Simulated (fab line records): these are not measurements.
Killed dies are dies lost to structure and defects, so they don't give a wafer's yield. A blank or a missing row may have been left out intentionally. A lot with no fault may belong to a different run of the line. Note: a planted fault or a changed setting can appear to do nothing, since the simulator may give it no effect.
The same fault as seen by 2 desks -- flow gf180mcu -- numbers are kept per desk, each desk with only its own; the story behind them comes last

== METROLOGY DESK ==
What the gauges read for every lot (on any tool): the sampled wafers with a number, averaged. A lot is out of limits, marked OUT, if its mean lies more than 4 standard deviations from the usual mean; the brackets give that distance.
Columns: A = HV_LDD_01_OVL at GF_HV_LDD_OVL_MEAS_20, usual -1.3 nm
lot,first seen here,A
L807,day 11 01:17,-1.7
L809,day 11 10:27,-0.4
L811,day 11 22:36,-3.2
L810,day 12 02:41,-3.4
L813,day 12 16:29,-2.4
L814,day 13 07:21,0.6
L815,day 13 11:04,-1.9
L817,day 14 00:35,-3.0
L818,day 14 15:31,1.3
L825,day 16 11:20,1.2
L824,day 16 15:22,-0.3
L826,day 16 19:18,0.7
L828,day 17 11:07,-0.5
L829,day 17 16:37,0.7
L830,day 17 20:04,-2.2
This desk's finding: nothing out of limits on any of the 15 lots.

== FOR THE TOOL OWNER'S DESK: litho_track-02 ==
The tool's own readings at GF_CONTACT_SOFTBAKE_10 (time 60 s): means of the sampled wafers that have a number, for each lot that ran on this tool. A lot is out of limits, marked OUT, if its mean lies more than 4 standard deviations from the usual mean; the brackets give that distance.
Columns: A = heater_power_total_W at GF_CONTACT_SOFTBAKE_10, usual 93.06 W; B = run_length_s at GF_CONTACT_SOFTBAKE_10, usual 89.23 s
lot,first seen here,A,B
L813,day 17 19:00,93.07,89.30
L814,day 18 16:00,93.09,89.57
L818,day 20 03:00,93.05,89.35
L825,day 22 04:00,94.30 (+22) OUT,86.96 (-15) OUT
L824,day 22 08:00,94.31 (+22) OUT,87.03 (-15) OUT
L826,day 22 12:00,94.22 (+21) OUT,87.00 (-15) OUT
This desk's finding: out of limits on L824, L825, L826; first on L825, day 22 04:00 (heater_power_total_W at GF_CONTACT_SOFTBAKE_10). In limits: L813, L814, L818.

== PUT TOGETHER ==
The tool owner's desk had the chance to raise an alarm at day 22 04:00 on L824, L825, L826.
Nothing out of limits was seen by the metrology desk.
The metrology desk has L824, L825, L826 on record, within its limits.
The lots listed all ran GF_CONTACT_SOFTBAKE_10 on litho_track-02.

== WHAT THE SIMULATOR HAD PUT IN ==
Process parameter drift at GF_CONTACT_SOFTBAKE_10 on litho_track-02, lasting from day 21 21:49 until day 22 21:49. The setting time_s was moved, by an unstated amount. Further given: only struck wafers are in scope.
Struck lots among those shown: L824, L825, L826.
Time in hours from fault onset to the first out-of-limits reading at each desk: the tool owner's desk, 6.
